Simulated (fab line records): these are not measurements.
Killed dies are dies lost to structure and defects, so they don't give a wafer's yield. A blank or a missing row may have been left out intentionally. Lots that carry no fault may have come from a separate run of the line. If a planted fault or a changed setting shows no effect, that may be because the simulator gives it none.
Chamber matching	flow gf180mcu	GF_V5_CMP_04 on cmp-01 has 4 sister chambers
The step polishes SiO2. 8 wafers are shown with their chamber, then 7 later ones without.

## EACH WAFER AND ITS CHAMBER
wafer	chamber	motorCurrentA (A)	platenRpm (rpm)
L657.1	0	11.3	60.01
L657.6	1	12.5	59.96
L659.3	2	11.6	60.00
L659.6	0	11.7	60.03
L663.2	2	12.0	60.04
L663.6	3	11.8	59.96
L667.1	3	11.8	59.95
L667.2	1	12.8	59.99

## WAFERS WHOSE CHAMBER IS MISSING
wafer	motorCurrentA (A)	platenRpm (rpm)
L667.6	11.6	60.01
L668.2	11.5	60.00
L668.5	11.6	60.03
L668.6	11.7	59.99
L672.1	13.1	60.03
L672.4	11.8	59.96
L672.6	11.6	59.98

## WHICH CHAMBER EACH ONE RAN IN
wafer	from the rows above	in truth
L667.6	can't be placed: 0 or 2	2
L668.2	can't be placed: 0 or 2 or 3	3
L668.5	can't be placed: 0 or 2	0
L668.6	can't be placed: 2 or 0 or 3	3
L672.1	1	1
L672.4	3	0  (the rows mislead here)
L672.6	can't be placed: 3 or 0 or 2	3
Correctly placed: 1 of 7. Unplaceable from these rows: 5, with the true chamber sitting among the candidates in 5. Wrongly placed: 1.
How it was worked out, from the rows above alone: a wafer's distance from a chamber is the root of the sum, over the readings, of the square of ((its reading less the chamber's mean) divided by the reading's scatter). If the next closest chamber is less than 2 further off than the closest, the wafer can't be placed; otherwise it belongs to the closest. Each chamber's mean is taken over the wafers shown for it. How the scatter is found: for the shown wafers, subtract from each reading the mean of its chamber, square and add these, divide the total by (wafers less chambers), then take the root.
